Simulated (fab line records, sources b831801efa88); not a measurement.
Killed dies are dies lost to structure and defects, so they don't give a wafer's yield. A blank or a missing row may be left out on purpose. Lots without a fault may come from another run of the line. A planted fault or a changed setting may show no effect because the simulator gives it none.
Chamber matching | flow sky130 | SKY_VIA1_CMP_02 on cmp-02: 4 sister chambers
The step polishes SiO2. 4 wafers are shown with their chamber, then 12 later ones without.

WAFERS WITH THEIR CHAMBER
wafer  | chamber | motor_current_A (A)
L087.6 | 0       | 12.1
L090.1 | 3       | 12.5
L090.2 | 2       | 13.0
L090.4 | 1       | 11.5

WAFERS WITHOUT THEIR CHAMBER
wafer  | motor_current_A (A)
L092.1 | 13.4
L092.2 | 12.9
L092.6 | 11.8
L093.3 | 12.3
L093.4 | 13.0
L093.5 | 11.7
L096.2 | 10.9
L096.5 | 12.9
L096.6 | 12.4
L097.1 | 12.4
L097.2 | 12.7
L097.6 | 12.7

WHICH CHAMBER EACH WENT THROUGH
wafer  | from the rows above          | in truth
L092.1 | can't be placed: 2 or 3      | 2
L092.2 | can't be placed: 2 or 3      | 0
L092.6 | can't be placed: 0 or 1 or 3 | 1
L093.3 | can't be placed: 3 or 0 or 2 | 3
L093.4 | can't be placed: 2 or 3      | 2
L093.5 | can't be placed: 1 or 0      | 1
L096.2 | 1                            | 1
L096.5 | can't be placed: 2 or 3      | 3
L096.6 | can't be placed: 3 or 0 or 2 | 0
L097.1 | can't be placed: 3 or 0 or 2 | 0
L097.2 | can't be placed: 3 or 2 or 0 | 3
L097.6 | can't be placed: 3 or 2 or 0 | 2
Placed correctly: 1 of 12. Can't be placed from these rows: 11 (the true chamber is among the candidates in 10). Placed wrongly: 0.
How it was worked out, from the rows above alone: a wafer's distance from a chamber is the root of the sum, over the readings, of the square of ((its reading less the chamber's mean) divided by the reading's scatter). The wafer belongs to the nearest chamber; if the next one is less than 2 further off, it can't be placed. A chamber's mean is the mean of its shown wafers. The scatter: with one shown wafer a chamber, the root of the mean of the squares of how far each hidden wafer lies from its nearest shown one.
